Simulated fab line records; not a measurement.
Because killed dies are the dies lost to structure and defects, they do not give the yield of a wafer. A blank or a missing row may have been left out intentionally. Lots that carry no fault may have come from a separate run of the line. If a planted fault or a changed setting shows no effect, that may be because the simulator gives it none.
Lot-split experiment ; flow gf180mcu ; 23 wafers read across 5 lots, on a route 602 steps long

## THE SPLIT
At GF_V4_CMP_26 (polishes, stops on SiO2, t overpolish 15 s, target thk 0 nm), the setting t-overpolish-s was moved away from the recipe's 15 s on 8 of the 23 wafers read, by -28.5% to +19.5%. All remaining wafers had this setting at the recipe value.

The reading is taken at the split's own step.

## THE READING
overpolish-run-s, in s, at GF_V4_CMP_26 (polishes, stops on SiO2, t overpolish 15 s, target thk 0 nm). Fault-free wafers of this fab line usually give 15.001 s, standard deviation 0.0098 s.

wafer;tool, chamber at the split;t-overpolish-s as run, s;against the recipe;overpolish-run-s, s;against lot-mates on the recipe
L074.1;cmp-02, 1;15;recipe;15.006;-
L074.2;cmp-02, 2;10.73;-28.5%;10.726;-4.271
L074.4;cmp-02, 0;10.73;-28.5%;10.727;-4.271
L074.6;cmp-02, 1;15;recipe;14.989;-
L074.5;cmp-02, 2;10.73;-28.5%;10.714;-4.284
L075.1;cmp-01, 0;15;recipe;15.004;-
L075.5;cmp-01, 1;15;recipe;15.007;-
L075.6;cmp-01, 2;15;recipe;14.985;-
L078.1;cmp-02, 0;15;recipe;14.987;-
L078.4;cmp-02, 1;15;recipe;15.015;-
L078.3;cmp-02, 2;15;recipe;15.010;-
L078.6;cmp-02, 0;15;recipe;15.010;-
L078.5;cmp-02, 1;15;recipe;14.997;-
L079.3;cmp-01, 3;15;recipe;14.995;-
L079.1;cmp-01, 0;15;recipe;15.002;-
L079.4;cmp-01, 1;15;recipe;15.003;-
L079.5;cmp-01, 3;17.37;+15.8%;17.350;+2.350
L079.6;cmp-01, 0;17.37;+15.8%;17.369;+2.369
L085.1;cmp-02, 1;17.92;+19.5%;17.921;+2.920
L085.4;cmp-02, 2;17.92;+19.5%;17.930;+2.929
L085.3;cmp-02, 0;15;recipe;14.987;-
L085.5;cmp-02, 1;17.92;+19.5%;17.933;+2.932
L085.6;cmp-02, 2;15;recipe;15.015;-

THE FIT
A straight line over all 23 wafers: overpolish-run-s changes by +0.15 s for each +1% of t-overpolish-s; r = +1.00; the points scatter about the line by 0.01 s.
The same after taking each lot's own level away (the mean of its wafers on the recipe; 23 wafers): +0.15 s for each +1%; r = +1.00; scatter 0.01 s.
That fit puts the effect of the largest move of t-overpolish-s on the reading at 4.3 s.
Measured against the standard deviation above, the lots' own levels, which go from 14.9975 to 15.0038 s, span 0.6 times it.
The two slopes are in agreement: the lot-to-lot level therefore moves the slope only a little.
Check: for one of the wafers moved furthest among these (-28.5%), held out of the fit, the line's prediction against its lot-mates is -4.28 s. Against them it came out at -4.27 s.
Tool readings at the split's step, against how far the setting was moved: overpolish-run-s r = +1.00.

## OTHER SPLITS ON THESE WAFERS
Other splits were also applied to these wafers ahead of the reading. Each is held against what the fit with the lots' levels taken away leaves over:
other split on the same wafers;wafers away from the commonest value;r with overpolish-run-s (lot level and that fit taken away)
GF_M4_SPUTTER_02 chamber-pressure-pa;18;-0.09
GF_M4_PEB_12 peb-temp-c;9;+0.02
GF_V4_CVD_00 sih4-flow-sccm;9;+0.06

## FILE'S OWN FIT
overpolish-run-s changes by +0.15 s for each +1% of t-overpolish-s, r = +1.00.
